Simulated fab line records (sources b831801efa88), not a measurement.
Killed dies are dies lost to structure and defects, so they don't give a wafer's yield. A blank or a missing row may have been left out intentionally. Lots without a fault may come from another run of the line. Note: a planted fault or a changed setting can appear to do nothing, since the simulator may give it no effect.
Problem report in the 8D (eight disciplines) form, filled by code -- flow sky130 -- the parts of the form that need people (team, actions taken, sign-off) are left out

1. WHAT WENT WRONG
strip_time_to_endpoint_s at SKY_LI_CONTACT_STRIP_16 reads a mean of 3.891 s on 2 wafers of 2 lots; wafers without a fault read 3.500 s with a standard deviation of 0.023. Measured from the usual mean, that is +17 standard deviations.
The step: strips in O2/N2.
First seen on wafer L392.3, day 33 05:32, on plasma_asher-01. Wafers with a number at this step in the record: 42, from 14 lots. Rule for "out" (also "out of limits"): further than 4 standard deviations from the usual mean. Any other wafer with a number is counted as sound.

2. WHAT IT IS; WHAT IT IS NOT
question,is,is not
which readings at this step,strip_time_to_endpoint_s,"chamber_pressure_mTorr, drypump_motor_current_A"
which lots,"L392, L395","L380, L381, L382, L384, L386, L387, L389, L390, L391, L399, L400, L402"
which wafers of those lots,"L392.3, L395.4","L392.1, L392.4, L395.2, L395.3"
read on which tools,"plasma_asher-01, plasma_asher-02",plasma_asher-03
when,from day 33 05:32,"up to then (29 sound wafers); but 11 sound wafers of L395, L399, L400, L402 came after"

3. WHAT RULES OUT EACH SUSPECT
Counting: any tool at a process step up to the reading remains a suspect provided it ran every lot that is out. Sound lots after the first of them don't rule it out here, since some wafers of a struck lot are sound.
- plasma_asher-02 at SKY_RES_XHIGH_STRIP_08 (strips in O2/N2): kept. It processed each lot that is out (first: L392, day 30 19:36); up to then, its last sound lot is L387 (day 28 23:21).
- plasma_asher-03 at SKY_SD_N_STRIP_11 (strips in O2/N2): kept. It processed each lot that is out (first: L392, day 32 00:25); up to then, its last sound lot is L391 (day 31 11:07).
- rie_diel-03 at SKY_LI_CONTACT_ETCH_15 (etches PSG in C4F8/O2/Ar, stops on Si, target depth 600 nm): kept. It processed each lot that is out (first: L392, day 33 05:26); up to then, its last sound lot is L390 (day 32 16:42).
- rie_diel-03, SKY_LI_CONTACT_ETCH_15: wafers that are out in chamber 0, sound lot-mates in chambers 1, 2, 3.
The count leaves plasma_asher-02 at SKY_RES_XHIGH_STRIP_08, plasma_asher-03 at SKY_SD_N_STRIP_11, and rie_diel-03 at SKY_LI_CONTACT_ETCH_15.

4. THE CAUSE (what the simulator had put in)
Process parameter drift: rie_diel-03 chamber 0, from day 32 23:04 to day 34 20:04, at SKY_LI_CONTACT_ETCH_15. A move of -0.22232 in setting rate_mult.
Counting leaves 3 suspects; this tool is one of them.

5. THE EFFECT CHAIN, in route order
One row per reading whose mean, taken over the struck wafers that have a number, lies over 3 standard deviations from the usual. Only readings for which the record gives a usual standard deviation are gone through. hours: the time from each lot's start at the first step in this table that gives one to its start at this step, as a median over the lots. sigmas: the change in usual standard deviations.
hours,step,reading,usual,on struck wafers,change,sigmas
0,SKY_LI_CONTACT_STRIP_16,oes_product_au,0.376 a.u.,0.394,+0.018,+3.7
0,SKY_LI_CONTACT_STRIP_16,strip_time_to_endpoint_s,3.500 s,3.891,+0.391,+17
Its process steps:
- SKY_LI_CONTACT_STRIP_16: strips in O2/N2.

6. HOW IT WOULD HAVE BEEN CAUGHT EARLIER
First out-of-limits reading in this record: day 33 05:32, which is 6 hours after fault onset at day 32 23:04.
Tool readings at SKY_LI_CONTACT_ETCH_15 with a usual standard deviation given in the record: none out on any struck wafer, hence no alarm at a limit of 4 standard deviations on them.
Among the 2 lots that are out, L395 began SKY_LI_CONTACT_ETCH_15 on rie_diel-03 after day 33 05:32. A hold on the tool at that time would have spared it.
